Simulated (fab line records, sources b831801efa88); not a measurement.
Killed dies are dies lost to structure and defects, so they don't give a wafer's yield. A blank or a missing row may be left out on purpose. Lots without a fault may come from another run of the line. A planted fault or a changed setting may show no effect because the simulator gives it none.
fab line records | flow gf180mcu
record lots=5 wafers=15 last_day=34
route steps=602 shown V1@342 M2@362
lots that met no fault: from a run of the same line without faults
start_h: hours from the record's first day to the start of the lot's first wafer shown | wait_h: hours since the lot's step before | " the same as in the row above | L1.1+2: a row that stands for several wafers | - no value, or no start given | * or withheld: withheld | < > ~ a bound
route shown NAME@n: a module of which the file shows steps, and the number in the route of the first | usual: mean/standard deviation of fault-free wafers | same: alike in all rows | chamber/n: place in a boat | sites: the reading at each site | _std_site: their standard deviation | _edge_site: outer sites' mean less inner sites' | radius_mm: how far each site lies from the wafer's centre | mask NAME#n: copy n | behind: the tool/chamber that last shaped the wafer | hold: why the lot was held/for how many hours/how that ended | device: the transistor (n, p or np) that didn't switch | end of line: the same wafers' tests at the end of the route | a step without rows: its recipe alone | killed: dies lost to structure and defects at the first sort, not the wafer's yield | map: a wafer's dies, x killed, . not, _ none there
set.NAME: the setting as run; set.NAME@STEP: as run at that earlier step | model.NAME: the simulator's own value behind a step, which no gauge read
lots at some steps of the route; a table a step, a row a wafer
services: from which hour (start_h, from the record's first day; less than 0 if before it) a tool's chamber was out of use, for how many hours, and why
## steps
# step GF_V1_HMDS_07
# recipe prime_time_s=60 prime_temp_c=120
# columns lot.wafer tool chamber start_h wait_h
L076.2+4+5 litho_track-03 0 415.81 0.1
L077.1+4+6 litho_track-04 0 419.41 0.1
L078.2+4+5 litho_track-02 0 430.01 0.1
L086.2+4+5 litho_track-02 0 503.66 0.1
L097.1+3+4 litho_track-02 0 595.58 0.1
# step GF_V1_COAT_08
# recipe resist=BARC temp_c=withheld time_s=withheld spin_rpm=withheld resist_thk_nm=withheld
# columns lot.wafer tool chamber start_h wait_h
L076.2+4+5 litho_track-03 0 415.96 0.1
L077.1+4+6 litho_track-04 0 419.56 0.1
L078.2+4+5 litho_track-02 0 430.16 0.1
L086.2+4+5 litho_track-02 0 503.81 0.1
L097.1+3+4 litho_track-02 0 595.73 0.1
# step GF_V1_COAT_09
# recipe resist=KrF spin_rpm=withheld resist_thk_nm=1000
# columns lot.wafer tool chamber start_h wait_h
L076.2+4+5 litho_track-03 0 - -
L077.1+4+6 litho_track-04 0 - -
L078.2+4+5 litho_track-02 0 - -
L086.2+4+5 litho_track-02 0 - -
L097.1+3+4 litho_track-02 0 - -
# step GF_V1_SOFTBAKE_10
# recipe temp_c=130 time_s=60 resist=KrF
# columns lot.wafer tool chamber start_h wait_h
L076.2+4+5 litho_track-03 0 - -
L077.1+4+6 litho_track-04 0 - -
L078.2+4+5 litho_track-02 0 - -
L086.2+4+5 litho_track-02 0 - -
L097.1+3+4 litho_track-02 0 - -
# step GF_V1_EXPOSE_11
# recipe mask_id=Via1 target_cd_nm=260 na=0.68 source_shape=conventional sigma_outer=0.6 dose_mj=38
# columns lot.wafer tool chamber start_h wait_h mask
L076.2+4+5 krf_scanner-01 0 - - Via1#0
L077.1+4+6 krf_scanner-02 0 - - Via1#0
L078.2+4+5 krf_scanner-02 0 - - Via1#0
L086.2+4+5 krf_scanner-01 0 - - Via1#0
L097.1+3+4 krf_scanner-02 0 - - Via1#0
# step GF_V1_PEB_12
# recipe peb_temp_c=135 peb_time_s=90 resist=KrF
# columns lot.wafer tool chamber start_h wait_h
L076.2+4+5 litho_track-02 0 - -
L077.1+4+6 litho_track-03 0 - -
L078.2+4+5 litho_track-04 0 - -
L086.2+4+5 litho_track-04 0 - -
L097.1+3+4 litho_track-02 0 - -
# step GF_V1_DEVELOP_13
# recipe develop_time_s=60 resist=KrF dev_temp_c=21
# usual developer_temp_C=20.99/0.1
# columns lot.wafer tool chamber start_h wait_h developer_temp_C
L076.2 litho_track-02 0 428.66 0.2 21.07
L076.4 " 0 " " 21.25
L076.5 " 0 " " 21.06
L077.1 litho_track-03 0 432.03 0.2 20.93
L077.4 " 0 " " 20.89
L077.6 " 0 " " 20.94
L078.2 litho_track-04 0 441.98 0.2 20.83
L078.4 " 0 " " 21.00
L078.5 " 0 " " 21.03
L086.2 litho_track-04 0 515.18 0.2 21.19
L086.4 " 0 " " 21.09
L086.5 " 0 " " 21.14
L097.1 litho_track-02 0 606.33 0.2 21.09
L097.3 " 0 " " 21.06
L097.4 " 0 " " 20.91
# step GF_V1_CD_MEAS_14
# recipe target_cd_nm=260
# usual cd_nm=259.8/1.2
# columns lot.wafer tool chamber start_h wait_h cd_nm
L076.2 cd_sem-02 - 428.80 0.1 261.5
L076.4 " - " " 260.5
L076.5 " - " " 259.7
L077.1 cd_sem-02 - 432.18 0.1 259.7
L077.4 " - " " 261.3
L077.6 " - " " 260.8
L078.2 cd_sem-01 - 442.13 0.1 260.9
L078.4 " - " " 260.4
L078.5 " - " " 260.3
L086.2 cd_sem-02 - 515.33 0.1 257.0
L086.4 " - " " 258.4
L086.5 " - " " 256.9
L097.1 cd_sem-02 - 606.48 0.1 259.7
L097.3 " - " " 257.7
L097.4 " - " " 258.9
# step GF_V1_OVL_MEAS_15
# usual V1_OVL=-3/5.1
# columns lot.wafer tool chamber start_h wait_h V1_OVL[nm]
L076.2 overlay-02 - 428.91 0.1 -2
L076.4 " - " " -1
L076.5 " - " " -9
L077.1 overlay-02 - 432.30 0.1 2
L077.4 " - " " -3
L077.6 " - " " 0
L078.2 overlay-01 - 442.23 0.1 -9
L078.4 " - " " -3
L078.5 " - " " -8
L086.2 overlay-01 - 515.43 0.1 0
L086.4 " - " " 3
L086.5 " - " " 0
L097.1 overlay-02 - 606.60 0.1 2
L097.3 " - " " -1
L097.4 " - " " -4
# step GF_V1_ETCH_16
# recipe chemistry=N2/H2 target_depth_a=withheld overetch_a=withheld time_s=withheld target=BARC ion_energy_ev=200 source_w=500 bias_w=100 pressure_mtorr=30 n2_flow_sccm=100 h2_flow_sccm=200
# usual bias_w=99.96/0.29 drypump_motor_current_A=5.9/0.39 oes_product_au=0.855/0.0054 throttle_valve_pct=13.225/0.0093
# columns lot.wafer tool chamber start_h wait_h bias_w drypump_motor_current_A oes_product_au throttle_valve_pct
L076.2 rie_diel-02 3 428.94 0.0 100.21 5.2 0.850 13.225
L076.4 " 2 " " 99.84 6.4 0.854 13.226
L076.5 " 2 " " 99.81 6.4 0.852 13.227
L077.1 rie_diel-02 1 432.34 0.0 100.37 5.4 0.853 13.218
L077.4 " 3 " " 99.92 5.3 0.859 13.230
L077.6 " 1 " " 100.48 5.4 0.854 13.231
L078.2 rie_diel-04 2 442.26 0.0 99.64 6.1 0.858 13.219
L078.4 " 0 " " 99.84 6.2 0.851 13.229
L078.5 " 0 " " 100.04 6.2 0.848 13.240
L086.2 rie_diel-04 3 515.46 0.0 99.82 5.4 0.855 13.226
L086.4 " 2 " " 99.64 6.1 0.855 13.239
L086.5 " 0 " " 100.83 6.3 0.858 13.222
L097.1 rie_diel-01 2 606.64 0.0 100.07 5.3 0.853 13.205
L097.3 " 3 " " 99.69 6.2 0.862 13.221
L097.4 " 1 " " 99.68 6.2 0.856 13.228
# step GF_V1_ETCH_17
# recipe chemistry=C4F8/O2/Ar mask_material=KrF target=SiO2 stop_on=TiN source_w=1500 bias_w=1200 pressure_mtorr=40 c4f8_flow_sccm=withheld O2_flow_sccm=6 Ar_flow_sccm=300 time_s=withheld target_depth_a=6300
# usual bias_w=1200/3.6 oes_product_au=0.856/0.005
# columns lot.wafer tool chamber start_h wait_h bias_w oes_product_au
L076.2 rie_diel-02 3 - - 1206 0.864
L076.4 " 2 " " 1198 0.863
L076.5 " 2 " " 1206 0.860
L077.1 rie_diel-02 1 - - 1200 0.851
L077.4 " 3 " " 1194 0.856
L077.6 " 1 " " 1202 0.859
L078.2 rie_diel-04 2 - - 1197 0.862
L078.4 " 0 " " 1195 0.858
L078.5 " 0 " " 1200 0.844
L086.2 rie_diel-04 3 - - 1200 0.848
L086.4 " 2 " " 1201 0.852
L086.5 " 0 " " 1200 0.861
L097.1 rie_diel-01 2 - - 1207 0.853
L097.3 " 3 " " 1200 0.856
L097.4 " 1 " " 1195 0.854
# step GF_V1_STRIP_18
# recipe chemistry=O2/N2 power_w=1400 pressure_mtorr=1500 platen_temp_c=250 o2_flow_sccm=3000 n2_flow_sccm=300 overash_fraction=0.5
# usual drypump_motor_current_A=5.84/0.18 heater_power_w=328/25 oes_product_au=0.593/0.0046
# same overash_fraction=0.5
# columns lot.wafer tool chamber start_h wait_h drypump_motor_current_A heater_power_w oes_product_au rf_hours_counter_h
L076.2 plasma_asher-01 0 429.07 - 5.63 294 0.595 79
L076.4 " 0 " " 5.63 291 0.592 -
L076.5 " 0 " " 5.60 295 0.591 -
L077.1 plasma_asher-04 0 432.47 - 5.91 327 0.585 34
L077.4 " 0 " " 5.90 327 0.593 -
L077.6 " 1 " " 6.09 363 0.598 -
L078.2 plasma_asher-01 0 442.39 - 5.68 305 0.588 81
L078.4 " 1 " " 5.73 360 0.596 -
L078.5 " 0 " " 5.65 290 0.592 -
L086.2 plasma_asher-02 1 515.59 - 5.83 293 0.586 9
L086.4 " 1 " " 5.82 287 0.596 -
L086.5 " 1 " " 5.80 285 0.593 -
L097.1 plasma_asher-04 1 606.77 - 6.07 354 0.598 51
L097.3 " 1 " " 6.08 356 0.601 -
L097.4 " 0 " " 5.88 336 0.597 -
# step GF_V1_STRIP_19
# recipe chemistry=post_etch_residue_remover time_s=1200 temp_c=72.5
# columns lot.wafer tool chamber start_h wait_h
L076.2+4+5 wet_bench-04 0 429.17 0.1
L077.1+4+6 wet_bench-03 2 432.57 0.1
L078.2+4+5 wet_bench-04 1 442.49 0.1
L086.2+4+5 wet_bench-03 2 515.69 0.1
L097.1+3+4 wet_bench-04 2 606.87 0.1
# step GF_V1_CLEAN_20
# recipe chemistry=DIW dry=n2_spin
# columns lot.wafer tool chamber start_h wait_h
L076.2+4+5 wet_bench-03 2 429.54 0.0
L077.1+4+6 wet_bench-04 0 432.91 0.0
L078.2+4+5 wet_bench-03 0 442.86 0.0
L086.2+4+5 wet_bench-04 3 516.03 0.0
L097.1+3+4 wet_bench-03 3 607.21 0.0
# step GF_V1_SPUTTER_21
# recipe material=Ti target_thk_nm=15 chamber_pressure_pa=5 power_w=2500 substrate_temp_c=200 time_s=80.02
# usual throttle_valve_pct=29.9/1
# columns lot.wafer tool chamber start_h wait_h throttle_valve_pct
L076.2 pvd_sputter-02 - 429.63 0.0 28.5
L076.4 " - " " 27.7
L076.5 " - " " 28.6
L077.1 pvd_sputter-03 - 433.01 0.0 29.4
L077.4 " - " " 31.1
L077.6 " - " " 31.0
L078.2 pvd_sputter-02 - 442.96 0.0 27.9
L078.4 " - " " 30.6
L078.5 " - " " 27.8
L086.2 pvd_sputter-01 - 516.13 0.0 30.9
L086.4 " - " " 30.6
L086.5 " - " " 30.8
L097.1 pvd_sputter-01 - 607.31 0.0 30.8
L097.3 " - " " 30.7
L097.4 " - " " 30.3
# step GF_V1_SPUTTER_22
# recipe material=TiN target_thk_nm=10 chamber_pressure_pa=5 power_w=4000 time_s=40
# usual throttle_valve_pct=29.8/1
# columns lot.wafer tool chamber start_h wait_h throttle_valve_pct
L076.2 pvd_sputter-02 - 429.69 0.0 28.6
L076.4 " - " " 27.9
L076.5 " - " " 28.8
L077.1 pvd_sputter-03 - 433.07 0.0 29.2
L077.4 " - " " 31.0
L077.6 " - " " 31.1
L078.2 pvd_sputter-02 - 443.03 0.0 27.7
L078.4 " - " " 30.7
L078.5 " - " " 27.7
L086.2 pvd_sputter-01 - 516.19 0.0 30.7
L086.4 " - " " 30.4
L086.5 " - " " 30.9
L097.1 pvd_sputter-01 - 607.37 0.0 30.8
L097.3 " - " " 30.4
L097.4 " - " " 30.4
# step GF_V1_CVD_23
# recipe material=W target_thk_nm=350 time_s=105.05 temp_c=400 pressure_torr=40
# usual heater_power_w=884/67
# columns lot.wafer tool chamber start_h wait_h heater_power_w
L076.2 cvd_w-02 1 429.73 0.0 824
L076.4 " 1 " " 812
L076.5 " 1 " " 819
L077.1 cvd_w-02 1 433.11 0.0 824
L077.4 " 1 " " 818
L077.6 " 0 " " 934
L078.2 cvd_w-02 1 443.06 0.0 806
L078.4 " 0 " " 932
L078.5 " 1 " " 833
L086.2 cvd_w-02 1 516.23 0.0 823
L086.4 " 1 " " 830
L086.5 " 0 " " 946
L097.1 cvd_w-01 0 607.41 0.0 817
L097.3 " 0 " " 820
L097.4 " 1 " " 1003
# step GF_V1_RS_MEAS_24
# recipe thk_meas_gauge=four-point-probe reads=W_of_V1_CVD_23+TiN_of_V1_SPUTTER_22+Ti_of_V1_SPUTTER_21
# usual V1_W_RS=0.329/0.0034
# columns lot.wafer tool chamber start_h wait_h V1_W_RS[ohm/sq]
L076.2 film_metro-01 - 429.87 0.1 0.330
L076.4 " - " " 0.331
L076.5 " - " " 0.332
L077.1 film_metro-03 - 433.22 0.1 0.330
L077.4 " - " " 0.329
L077.6 " - " " 0.331
L078.2 film_metro-03 - 443.20 0.1 0.328
L078.4 " - " " 0.325
L078.5 " - " " 0.330
L086.2 film_metro-04 - 516.36 0.1 0.332
L086.4 " - " " 0.334
L086.5 " - " " 0.333
L097.1 film_metro-04 - 607.52 0.1 0.331
L097.3 " - " " 0.332
L097.4 " - " " 0.338
# step GF_V1_THK_MEAS_25
# recipe thk_meas_gauge=xrf reads=W_of_V1_CVD_23
# usual V1_W_THK=360/5.1
# columns lot.wafer tool chamber start_h wait_h V1_W_THK[nm]
L076.2 film_metro-01 - 429.98 0.1 364
L076.4 " - " " 362
L076.5 " - " " 362
L077.1 film_metro-03 - 433.34 0.1 360
L077.4 " - " " 360
L077.6 " - " " 356
L078.2 film_metro-03 - 443.31 0.1 359
L078.4 " - " " 360
L078.5 " - " " 357
L086.2 film_metro-04 - 516.47 0.1 352
L086.4 " - " " 351
L086.5 " - " " 353
L097.1 film_metro-04 - 607.64 0.1 356
L097.3 " - " " 354
L097.4 " - " " 347
# step GF_V1_CMP_26
# recipe stop_on=SiO2 down_force_psi=3.5 platen_rpm=60 t_overpolish_s=15 target_thk_nm=0 pad_velocity_m_s=0.94248
# usual head_pressure_psi=3.499/0.008 motor_current_A=11.1/1.3 overpolish_run_s=15.000/0.0095 time_to_endpoint_s=85/4.1
# columns lot.wafer tool chamber start_h wait_h head_pressure_psi motor_current_A overpolish_run_s time_to_endpoint_s
L076.2 cmp-02 1 430.13 0.1 3.488 9.2 15.009 93
L076.4 " 2 " " 3.489 13.9 14.999 85
L076.5 " 3 " " 3.505 12.3 14.987 92
L077.4 cmp-01 1 433.40 0.0 3.501 9.4 15.006 90
L077.1 " 2 " " 3.506 10.3 14.995 80
L077.6 " 1 " " 3.497 9.7 14.990 82
L078.2 cmp-01 1 443.36 0.0 3.502 9.7 15.003 84
L078.4 " 2 " " 3.514 9.8 14.995 82
L078.5 " 1 " " 3.482 9.6 14.987 85
L086.2 cmp-01 3 516.57 0.1 3.494 10.9 14.999 82
L086.4 " 0 " " 3.487 11.6 15.022 89
L086.5 " 2 " " 3.500 10.2 14.991 80
L097.4 cmp-01 2 607.76 0.1 3.507 10.2 14.999 78
L097.1 " 0 " " 3.485 11.4 14.994 88
L097.3 " 1 " " 3.510 9.5 14.993 83
# step GF_M2_SPUTTER_00
# recipe material=Ti target_thk_nm=37.5 arriving_ion_energy_ev=80 substrate_temp_c=200 chamber_pressure_pa=2 power_w=4000 time_s=150
# usual throttle_valve_pct=30.0/1.1
# columns lot.wafer tool chamber start_h wait_h throttle_valve_pct
L076.2 pvd_sputter-04 - 430.33 0.1 29.7
L076.4 " - " " 29.1
L076.5 " - " " 29.5
L077.1 pvd_sputter-02 - 433.70 0.2 30.2
L077.4 " - " " 27.6
L077.6 " - " " 30.3
L078.2 pvd_sputter-02 - 443.66 0.2 27.7
L078.4 " - " " 30.4
L078.5 " - " " 30.3
L086.2 pvd_sputter-01 - 516.82 0.2 30.6
L086.4 " - " " 30.6
L086.5 " - " " 30.6
L097.1 pvd_sputter-01 - 608.06 0.1 30.9
L097.3 " - " " 29.7
L097.4 " - " " 30.6
# step GF_M2_SPUTTER_01
# recipe material=TiN target_thk_nm=30 power_w=6500 time_s=25 chamber_pressure_pa=0.4
# usual throttle_valve_pct=30.0/1
# columns lot.wafer tool chamber start_h wait_h throttle_valve_pct
L076.2 pvd_sputter-04 - 430.43 0.1 30.2
L076.4 " - " " 29.3
L076.5 " - " " 29.1
L077.1 pvd_sputter-02 - 433.80 0.1 30.2
L077.4 " - " " 28.1
L077.6 " - " " 30.8
L078.2 pvd_sputter-02 - 443.76 0.1 27.7
L078.4 " - " " 30.7
L078.5 " - " " 30.1
L086.2 pvd_sputter-01 - 516.92 0.1 30.3
L086.4 " - " " 30.5
L086.5 " - " " 30.8
L097.1 pvd_sputter-01 - 608.16 0.1 30.7
L097.3 " - " " 29.9
L097.4 " - " " 30.4
# step GF_M2_SPUTTER_02
# recipe material=AlCu target_thk_nm=450 power_w=10600 time_s=23.9 chamber_pressure_pa=0.4
# usual throttle_valve_pct=30.1/1.1
# columns lot.wafer tool chamber start_h wait_h throttle_valve_pct
L076.2 pvd_sputter-04 - 430.46 0.0 30.1
L076.4 " - " " 29.3
L076.5 " - " " 29.1
L077.1 pvd_sputter-02 - 433.83 0.0 30.3
L077.4 " - " " 27.7
L077.6 " - " " 30.5
L078.2 pvd_sputter-02 - 443.79 0.0 27.7
L078.4 " - " " 30.5
L078.5 " - " " 30.3
L086.2 pvd_sputter-01 - 516.96 0.0 30.5
L086.4 " - " " 30.4
L086.5 " - " " 30.8
L097.1 pvd_sputter-01 - 608.20 0.0 30.8
L097.3 " - " " 29.9
L097.4 " - " " 30.5
# step GF_M2_SPUTTER_03
# recipe material=Ti target_thk_nm=10 substrate_temp_c=300 chamber_pressure_pa=0.3 power_w=3000 time_s=6.7
# usual throttle_valve_pct=30.0/1.1
# columns lot.wafer tool chamber start_h wait_h throttle_valve_pct
L076.2 pvd_sputter-04 - 430.49 0.0 29.8
L076.4 " - " " 29.2
L076.5 " - " " 29.5
L077.1 pvd_sputter-02 - 433.86 0.0 30.1
L077.4 " - " " 27.7
L077.6 " - " " 30.6
L078.2 pvd_sputter-02 - 443.82 0.0 27.9
L078.4 " - " " 30.5
L078.5 " - " " 30.4
L086.2 pvd_sputter-01 - 516.99 0.0 30.4
L086.4 " - " " 30.5
L086.5 " - " " 30.9
L097.1 pvd_sputter-01 - 608.23 0.0 30.9
L097.3 " - " " 29.8
L097.4 " - " " 30.6
# step GF_M2_SPUTTER_04
# recipe material=TiN target_thk_nm=50 power_w=6500 time_s=41.7 chamber_pressure_pa=0.4
# usual throttle_valve_pct=30.0/1
# columns lot.wafer tool chamber start_h wait_h throttle_valve_pct
L076.2 pvd_sputter-04 - 430.51 0.0 29.8
L076.4 " - " " 29.1
L076.5 " - " " 29.3
L077.1 pvd_sputter-02 - 433.88 0.0 30.5
L077.4 " - " " 28.0
L077.6 " - " " 30.5
L078.2 pvd_sputter-02 - 443.84 0.0 27.6
L078.4 " - " " 30.9
L078.5 " - " " 30.2
L086.2 pvd_sputter-01 - 517.01 0.0 30.6
L086.4 " - " " 30.6
L086.5 " - " " 30.6
L097.1 pvd_sputter-01 - 608.25 0.0 30.8
L097.3 " - " " 29.8
L097.4 " - " " 30.5
# step GF_M2_RS_MEAS_05
# recipe thk_meas_gauge=four-point-probe reads=TiN_of_M2_SPUTTER_04+Ti_of_M2_SPUTTER_03+AlCu_of_M2_SPUTTER_02+TiN_of_M2_SPUTTER_01+Ti_of_M2_SPUTTER_00
# usual M2_ALCU_RS=0.0699/0.00086
# columns lot.wafer tool chamber start_h wait_h M2_ALCU_RS[ohm/sq]
L076.2 film_metro-01 - 430.57 0.0 0.0702
L076.4 " - " " 0.0702
L076.5 " - " " 0.0702
L077.1 film_metro-02 - 433.92 0.0 0.0681
L077.4 " - " " 0.0683
L077.6 " - " " 0.0678
L078.2 film_metro-04 - 443.90 0.0 0.0697
L078.4 " - " " 0.0691
L078.5 " - " " 0.0699
L086.2 film_metro-04 - 517.07 0.0 0.0687
L086.4 " - " " 0.0699
L086.5 " - " " 0.0693
L097.1 film_metro-01 - 608.29 0.0 0.0690
L097.3 " - " " 0.0689
L097.4 " - " " 0.0705
# step GF_M2_THK_MEAS_06
# recipe thk_meas_gauge=xrf reads=AlCu_of_M2_SPUTTER_02
# usual M2_ALCU_THK=440/5.6
# columns lot.wafer tool chamber start_h wait_h M2_ALCU_THK[nm]
L076.2 film_metro-01 - 430.68 0.1 437
L076.4 " - " " 436
L076.5 " - " " 434
L077.1 film_metro-02 - 434.04 0.1 452
L077.4 " - " " 450
L077.6 " - " " 454
L078.2 film_metro-04 - 444.01 0.1 440
L078.4 " - " " 445
L078.5 " - " " 441
L086.2 film_metro-04 - 517.18 0.1 448
L086.4 " - " " 444
L086.5 " - " " 446
L097.1 film_metro-01 - 608.41 0.1 441
L097.3 " - " " 443
L097.4 " - " " 434
# step GF_M2_DEHYDRATE_07
# recipe temp_c=200 time_s=60
# columns lot.wafer tool chamber start_h wait_h
L076.2+4+5 litho_track-02 0 442.06 11.4
L077.1+4+6 litho_track-04 0 445.96 11.9
L078.2+4+5 litho_track-01 0 455.44 11.4
L086.2+4+5 litho_track-04 0 528.23 11.0
L097.1+3+4 litho_track-04 0 618.35 9.9
# step GF_M2_HMDS_08
# recipe prime_time_s=60 prime_temp_c=120
# columns lot.wafer tool chamber start_h wait_h
L076.2+4+5 litho_track-02 0 442.21 0.1
L077.1+4+6 litho_track-04 0 446.11 0.1
L078.2+4+5 litho_track-01 0 455.59 0.1
L086.2+4+5 litho_track-04 0 528.38 0.1
L097.1+3+4 litho_track-04 0 618.50 0.1
# step GF_M2_COAT_09
# recipe resist=KrF spin_rpm=withheld resist_thk_nm=1007
# columns lot.wafer tool chamber start_h wait_h
L076.2+4+5 litho_track-02 0 442.36 0.1
L077.1+4+6 litho_track-04 0 446.26 0.1
L078.2+4+5 litho_track-01 0 455.74 0.1
L086.2+4+5 litho_track-04 0 528.53 0.1
L097.1+3+4 litho_track-04 0 618.65 0.1
# step GF_M2_SOFTBAKE_10
# recipe temp_c=130 time_s=60 resist=KrF
# columns lot.wafer tool chamber start_h wait_h
L076.2+4+5 litho_track-02 0 442.51 0.1
L077.1+4+6 litho_track-04 0 446.41 0.1
L078.2+4+5 litho_track-01 0 455.89 0.1
L086.2+4+5 litho_track-04 0 528.68 0.1
L097.1+3+4 litho_track-04 0 618.80 0.1
# step GF_M2_EXPOSE_11
# recipe mask_id=Metal2 target_cd_nm=280 na=0.68 source_shape=conventional sigma_outer=0.6 dose_mj=28
# columns lot.wafer tool chamber start_h wait_h mask
L076.2+4+5 krf_scanner-02 0 - - Metal2#0
L077.1+4+6 krf_scanner-02 0 - - Metal2#0
L078.2+4+5 krf_scanner-01 0 - - Metal2#0
L086.2+4+5 krf_scanner-02 0 - - Metal2#0
L097.1+3+4 krf_scanner-01 0 - - Metal2#0
# step GF_M2_PEB_12
# recipe peb_temp_c=135 peb_time_s=90 resist=KrF
# columns lot.wafer tool chamber start_h wait_h
L076.2+4+5 litho_track-04 0 - -
L077.1+4+6 litho_track-04 0 - -
L078.2+4+5 litho_track-02 0 - -
L086.2+4+5 litho_track-01 0 - -
L097.1+3+4 litho_track-01 0 - -
# step GF_M2_DEVELOP_13
# recipe develop_time_s=60 dev_temp_c=21
# usual developer_temp_C=21.00/0.1
# columns lot.wafer tool chamber start_h wait_h developer_temp_C
L076.2 litho_track-04 0 454.58 0.2 20.90
L076.4 " 0 " " 20.98
L076.5 " 0 " " 20.91
L077.1 litho_track-04 0 458.11 0.2 21.02
L077.4 " 0 " " 20.76
L077.6 " 0 " " 21.03
L078.2 litho_track-02 0 467.71 0.2 20.95
L078.4 " 0 " " 21.13
L078.5 " 0 " " 20.87
L086.2 litho_track-01 0 539.69 0.2 21.06
L086.4 " 0 " " 21.07
L086.5 " 0 " " 21.06
L097.1 litho_track-01 0 629.16 0.2 21.01
L097.3 " 0 " " 21.11
L097.4 " 0 " " 21.04
# step GF_M2_CD_MEAS_14
# recipe target_cd_nm=280
# usual cd_nm=280.0/1.2
# columns lot.wafer tool chamber start_h wait_h cd_nm
L076.2 cd_sem-02 - 454.73 0.1 282.0
L076.4 " - " " 279.5
L076.5 " - " " 279.3
L077.1 cd_sem-02 - 458.26 0.1 281.0
L077.4 " - " " 281.2
L077.6 " - " " 280.6
L078.2 cd_sem-02 - 467.85 0.1 280.6
L078.4 " - " " 281.3
L078.5 " - " " 280.8
L086.2 cd_sem-02 - 539.83 0.1 279.7
L086.4 " - " " 279.5
L086.5 " - " " 281.1
L097.1 cd_sem-01 - 629.31 0.1 282.2
L097.3 " - " " 281.6
L097.4 " - " " 281.4
# step GF_M2_OVL_MEAS_15
# usual M2_OVL=3/4.8
# columns lot.wafer tool chamber start_h wait_h M2_OVL[nm]
L076.2 overlay-01 - 454.86 0.1 10
L076.4 " - " " 4
L076.5 " - " " 4
L077.1 overlay-01 - 458.38 0.1 6
L077.4 " - " " 6
L077.6 " - " " 7
L078.2 overlay-01 - 467.96 0.1 -6
L078.4 " - " " -5
L078.5 " - " " -6
L086.2 overlay-01 - 539.94 0.1 8
L086.4 " - " " 11
L086.5 " - " " 3
L097.1 overlay-02 - 629.43 0.1 2
L097.3 " - " " 3
L097.4 " - " " 3
# step GF_M2_METAL_ETCH_16
# recipe chemistry=Cl2/BCl3 mask_material=KrF target_depth_nm=750.8 stop_on=SiO2 pressure_mtorr=8 icp_w=800 bias_w=140 Cl2_flow_sccm=80 bcl3_flow_sccm=40 time_s=125.1
# usual bias_w=139.9/0.43 drypump_motor_current_A=5.31/0.29 oes_product_au=0.989/0.0054 throttle_valve_pct=28.231/0.01
# columns lot.wafer tool chamber start_h wait_h bias_w drypump_motor_current_A oes_product_au rf_hours_counter_h throttle_valve_pct
L076.2 rie_metal-02 1 454.89 0.0 140.1 4.90 0.994 0.2 28.221
L076.4 " 0 " " 140.1 5.58 0.995 - 28.246
L076.5 " 0 " " 140.0 5.56 0.995 - 28.227
L077.1 rie_metal-02 1 458.41 0.0 139.8 4.91 0.995 0.3 28.227
L077.4 " 0 " " 140.0 5.60 0.991 - 28.237
L077.6 " 0 " " 139.5 5.59 0.986 - 28.223
L078.2 rie_metal-02 1 467.99 0.0 140.2 4.90 0.989 0.7 28.240
L078.4 " 1 " " 140.1 4.92 0.987 - 28.219
L078.5 " 0 " " 139.9 5.55 0.990 - 28.233
L086.2 rie_metal-04 1 539.97 0.0 140.6 5.22 0.994 4.8 28.208
L086.4 " 0 " " 140.2 5.45 0.999 - 28.228
L086.5 " 0 " " 140.4 5.44 0.991 - 28.232
L097.1 rie_metal-02 0 629.47 0.0 140.2 5.60 0.976 8.6 28.222
L097.3 " 0 " " 140.1 5.57 0.989 - 28.233
L097.4 " 1 " " 140.0 4.93 0.981 - 28.239
# step GF_M2_STRIP_17
# recipe chemistry=O2/N2 power_w=1400 pressure_mtorr=1500 platen_temp_c=250 o2_flow_sccm=3000 n2_flow_sccm=300 overash_fraction=0.5
# usual drypump_motor_current_A=5.77/0.15 heater_power_w=341/33 oes_product_au=0.540/0.005 strip_time_to_endpoint_s=7.45/0.039
# same overash_fraction=0.5
# columns lot.wafer tool chamber start_h wait_h drypump_motor_current_A heater_power_w oes_product_au rf_hours_counter_h strip_time_to_endpoint_s
L076.2 plasma_asher-01 1 455.02 0.1 5.73 353 0.537 82 7.47
L076.4 " 0 " " 5.65 292 0.532 - 7.42
L076.5 " 0 " " 5.66 291 0.540 - 7.40
L077.1 plasma_asher-03 1 458.54 0.1 5.90 390 0.540 68 7.43
L077.4 " 0 " " 5.70 390 0.544 - 7.44
L077.6 " 1 " " 5.91 380 0.543 - 7.40
L078.2 plasma_asher-01 1 468.12 0.1 5.72 355 0.539 83 7.45
L078.4 " 0 " " 5.64 297 0.538 - 7.43
L078.5 " 0 " " 5.65 293 0.546 - 7.46
L086.2 plasma_asher-01 1 540.10 0.1 5.71 357 0.540 90 7.47
L086.4 " 1 " " 5.72 354 0.535 - 7.43
L086.5 " 1 " " 5.71 355 0.532 - 7.46
L097.1 plasma_asher-01 1 629.60 0.1 5.72 359 0.535 100 7.53
L097.3 " 0 " " 5.66 297 0.542 - 7.55
L097.4 " 1 " " 5.73 347 0.542 - 7.52
# step GF_M2_STRIP_18
# recipe chemistry=post_etch_residue_remover time_s=1200 temp_c=72.5
# columns lot.wafer tool chamber start_h wait_h
L076.2+4+5 wet_bench-01 0 455.12 0.1
L077.1+4+6 wet_bench-04 0 458.64 0.1
L078.2+4+5 wet_bench-02 0 468.22 0.1
L086.2+4+5 wet_bench-04 0 540.20 0.1
L097.1+3+4 wet_bench-04 2 629.70 0.1
# step GF_M2_CLEAN_19
# recipe chemistry=DIW dry=n2_spin
# columns lot.wafer tool chamber start_h wait_h
L076.2+4+5 wet_bench-04 0 455.46 0.0
L077.1+4+6 wet_bench-01 1 459.01 0.0
L078.2+4+5 wet_bench-01 2 468.59 0.0
L086.2+4+5 wet_bench-01 3 540.54 0.0
L097.1+3+4 wet_bench-01 3 630.04 0.0
## services
# columns tool chamber start_h hours kind
krf_scanner-01 - 398.97 1.0 pm
pvd_sputter-04 - 407.97 6.6 repair
rie_diel-02 3 412.20 5.8 repair
cvd_w-02 0 412.79 9.3 repair
rie_diel-04 - 417.88 15.6 pm
plasma_asher-01 - 420.28 2.7 repair
cvd_w-02 - 421.21 6.9 pm
krf_scanner-01 - 440.66 4.0 pm
plasma_asher-01 - 457.29 3.4 repair
krf_scanner-02 - 461.46 1.3 pm
pvd_sputter-04 - 465.24 1.7 repair
krf_scanner-02 - 476.62 0.2 repair
krf_scanner-02 - 483.24 5.7 repair
krf_scanner-02 - 488.94 0.8 pm
plasma_asher-01 - 493.03 1.7 repair
pvd_sputter-01 - 494.84 7.7 repair
krf_scanner-02 - 498.01 1.0 pm
pvd_sputter-02 - 499.19 5.2 repair
krf_scanner-02 - 508.41 1.8 repair
pvd_sputter-02 - 529.46 8.3 repair
krf_scanner-02 - 567.71 0.7 repair
pvd_sputter-04 - 593.57 2.4 repair
krf_scanner-02 - 611.56 3.6 pm
wet_bench-01 - 615.94 3.9 repair
## key
fault none
